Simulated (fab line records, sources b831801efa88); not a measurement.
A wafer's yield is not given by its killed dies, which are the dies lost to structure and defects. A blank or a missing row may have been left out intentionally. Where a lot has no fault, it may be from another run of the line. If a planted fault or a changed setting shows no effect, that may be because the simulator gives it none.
What tool caused it? | flow sky130 | 36 wafers from 12 lots sampled at 4 of the route's 708 steps

== WHAT THE GAUGES READ, wafer by wafer ==
SKY_PAD_OPEN_BOW_MEAS_13. Usual: PAD_OPEN_BOW typically reads 49 um, with standard deviation 8.7.
lot  | measured     | on            | PAD_OPEN_BOW (um) | flag
L490 | day 46 13:46 | film_metro-01 | 47 55 54          |
L491 | day 46 19:43 | film_metro-04 | 55 56 55          |
L492 | day 47 01:23 | film_metro-04 | 43 49 52          |
L493 | day 47 04:17 | film_metro-01 | 39 48 45          |
L495 | day 47 16:41 | film_metro-01 | 44 45 52          |
L498 | day 48 10:05 | film_metro-01 | 59 55 51          |
L500 | day 48 21:11 | film_metro-04 | 41 44 26          |
L502 | day 49 09:05 | film_metro-01 | 59 40 48          |
L507 | day 50 05:39 | film_metro-04 | 42 77 53          |
L509 | day 50 16:55 | film_metro-03 | 57 48 51          |
L510 | day 50 20:46 | film_metro-03 | 46 43 58          |
L511 | day 51 02:53 | film_metro-01 | 68 63 50          |

== WHICH TOOL RAN EACH LOT (tool, then ch and the chambers of the sampled wafers, then the start) ==
lot  | SKY_LDD_N_STRIP_16                   | SKY_VIA4_STRIP_13                    | SKY_PAD_OPEN_ETCH_07
L490 | plasma_asher-02 ch 0,1, day 18 13:52 | plasma_asher-04 ch 0,1, day 43 13:48 | rie_diel-03 ch 0,1,2, day 46 11:29
L491 | plasma_asher-03 ch 0,1, day 19 00:39 | plasma_asher-03 ch 0,1, day 43 22:17 | rie_diel-01 ch 1,2,3, day 46 17:31
L492 | plasma_asher-02 ch 0,1, day 19 11:57 | plasma_asher-02 ch 0,1, day 44 05:09 | rie_diel-04 ch 0,3, day 46 23:11
L493 | plasma_asher-02 ch 0,1, day 19 15:01 | plasma_asher-03 ch 0,1, day 44 08:17 | rie_diel-01 ch 1,2,3, day 47 02:04
L495 | plasma_asher-01 ch 0,1, day 20 09:33 | plasma_asher-02 ch 0,1, day 44 21:06 | rie_diel-03 ch 0,2,3, day 47 14:29
L498 | plasma_asher-01 ch 0,1, day 21 14:42 | plasma_asher-02 ch 0,1, day 45 17:06 | rie_diel-03 ch 0,2,3, day 48 07:53
L500 | plasma_asher-03 ch 0,1, day 22 09:22 | plasma_asher-02 ch 0,1, day 46 05:06 | rie_diel-01 ch 0,2,3, day 48 18:59
L502 | plasma_asher-01 ch 0,1, day 23 00:50 | plasma_asher-04 ch 0,1, day 46 17:37 | rie_diel-03 ch 0,3, day 49 06:50
L507 | plasma_asher-03 ch 0,1, day 24 19:21 | plasma_asher-02 ch 0,1, day 47 19:54 | rie_diel-03 ch 1,2, day 50 03:26
L509 | plasma_asher-01 ch 0,1, day 25 11:34 | plasma_asher-02 ch 0,1, day 48 09:00 | rie_diel-01 ch 0,1,3, day 50 14:43
L510 | plasma_asher-02 ch 0,1, day 25 17:32 | plasma_asher-03 ch 0,1, day 48 12:04 | rie_diel-04 ch 0,3, day 50 18:31
L511 | plasma_asher-03 ch 0,1, day 25 19:34 | plasma_asher-04 ch 0,1, day 48 21:47 | rie_diel-03 ch 2,3, day 51 00:38
- SKY_LDD_N_STRIP_16: strips in O2/N2.
- SKY_VIA4_STRIP_13: strips in O2/N2.
- SKY_PAD_OPEN_ETCH_07: etches the open film in CF4/O2, stops on AlCu, target depth 725 nm, time 161.1 s.

== AS READ BY THE TOOLS THEMSELVES (means over the sampled wafers that have a number; for cases with no such wafer, the mark the record gives instead) ==
SKY_LDD_N_STRIP_16. Usual: drypump_motor_current_A 5.7 A, standard deviation 0.64; oes_product_au 0.407 a.u., standard deviation 0.0044; strip_time_to_endpoint_s 4.322 s, standard deviation 0.017.
lot  | tool            | drypump_motor_current_A (A) | oes_product_au (a.u.) | strip_time_to_endpoint_s (s) | flag
L490 | plasma_asher-02 | 5.8                         | 0.408                 | 4.313                        |
L491 | plasma_asher-03 | 5.4                         | 0.401                 | 4.315                        |
L492 | plasma_asher-02 | 6.1                         | 0.410                 | 4.336                        |
L493 | plasma_asher-02 | 5.8                         | 0.407                 | 4.327                        |
L495 | plasma_asher-01 | 5.4                         | 0.408                 | 4.321                        |
L498 | plasma_asher-01 | 5.4                         | 0.402                 | 4.333                        |
L500 | plasma_asher-03 | 5.4                         | 0.410                 | 4.341                        |
L502 | plasma_asher-01 | 5.3                         | 0.402                 | 4.327                        |
L507 | plasma_asher-03 | 6.0                         | 0.411                 | 4.305                        |
L509 | plasma_asher-01 | 5.3                         | 0.406                 | 4.322                        |
L510 | plasma_asher-02 | 6.1                         | 0.405                 | 4.320                        |
L511 | plasma_asher-03 | 5.4                         | 0.408                 | 4.321                        |

SKY_VIA4_STRIP_13. Usual: drypump_motor_current_A 5.7 A, standard deviation 0.63; oes_product_au 0.709 a.u., standard deviation 0.0049; strip_time_to_endpoint_s 12.803 s, standard deviation 0.025.
lot  | tool            | drypump_motor_current_A (A) | oes_product_au (a.u.) | strip_time_to_endpoint_s (s) | flag
L490 | plasma_asher-04 | 5.1                         | 0.709                 | 12.795                       |
L491 | plasma_asher-03 | 6.0                         | 0.713                 | 12.806                       |
L492 | plasma_asher-02 | 6.1                         | 0.709                 | 12.817                       |
L493 | plasma_asher-03 | 5.4                         | 0.715                 | 12.832                       |
L495 | plasma_asher-02 | 6.1                         | 0.709                 | 12.803                       |
L498 | plasma_asher-02 | 5.8                         | 0.711                 | 12.829                       |
L500 | plasma_asher-02 | 5.8                         | 0.712                 | 12.796                       |
L502 | plasma_asher-04 | 5.3                         | 0.709                 | 12.783                       |
L507 | plasma_asher-02 | 5.8                         | 0.704                 | 12.802                       |
L509 | plasma_asher-02 | 6.1                         | 0.711                 | 12.807                       |
L510 | plasma_asher-03 | 5.9                         | 0.707                 | 12.792                       |
L511 | plasma_asher-04 | 5.2                         | 0.705                 | 12.806                       |

SKY_PAD_OPEN_ETCH_07. Usual: drypump_motor_current_A 5.49 A, standard deviation 0.29; oes_product_au 0.974 a.u., standard deviation 0.008; throttle_valve_pct 5.964 %, standard deviation 0.009.
lot  | tool        | drypump_motor_current_A (A) | oes_product_au (a.u.) | throttle_valve_pct (%) | flag
L490 | rie_diel-03 | 5.73                        | 0.965                 | 5.962                  |
L491 | rie_diel-01 | 5.57                        | 0.975                 | 5.968                  |
L492 | rie_diel-04 | 5.22                        | 0.968                 | 5.966                  |
L493 | rie_diel-01 | 5.58                        | 0.971                 | 5.961                  |
L495 | rie_diel-03 | 5.44                        | 0.979                 | 5.960                  |
L498 | rie_diel-03 | 5.44                        | 0.977                 | 5.970                  |
L500 | rie_diel-01 | 5.57                        | 0.976                 | 5.963                  |
L502 | rie_diel-03 | 5.28                        | 0.985                 | 5.961                  |
L507 | rie_diel-03 | 6.03                        | 0.973                 | 5.958                  |
L509 | rie_diel-01 | 5.59                        | 0.973                 | 5.969                  |
L510 | rie_diel-04 | 5.09                        | 0.983                 | 5.961                  |
L511 | rie_diel-03 | 5.61                        | 0.973                 | 5.972                  |

== THE ANSWER, worked out from the rows above alone ==
Rule: a lot counts as off when the mean over its wafers that have a number is more than 3 standard deviations away from the usual mean. Also off: a lot with no number at a reading for which 4 or more lots have one. Any other lot the step has rows for is counted as sound. After the gauges, taken in route order, come the tools' own readings; for these a lot's mean is taken, as printed above. At the first step where some lot is off, the reading lying furthest off is the one used; lots without a number count as furthest.
None of the lots is off at any reading shown; this tells nothing.

== WHAT THE SIMULATOR PUT IN ==
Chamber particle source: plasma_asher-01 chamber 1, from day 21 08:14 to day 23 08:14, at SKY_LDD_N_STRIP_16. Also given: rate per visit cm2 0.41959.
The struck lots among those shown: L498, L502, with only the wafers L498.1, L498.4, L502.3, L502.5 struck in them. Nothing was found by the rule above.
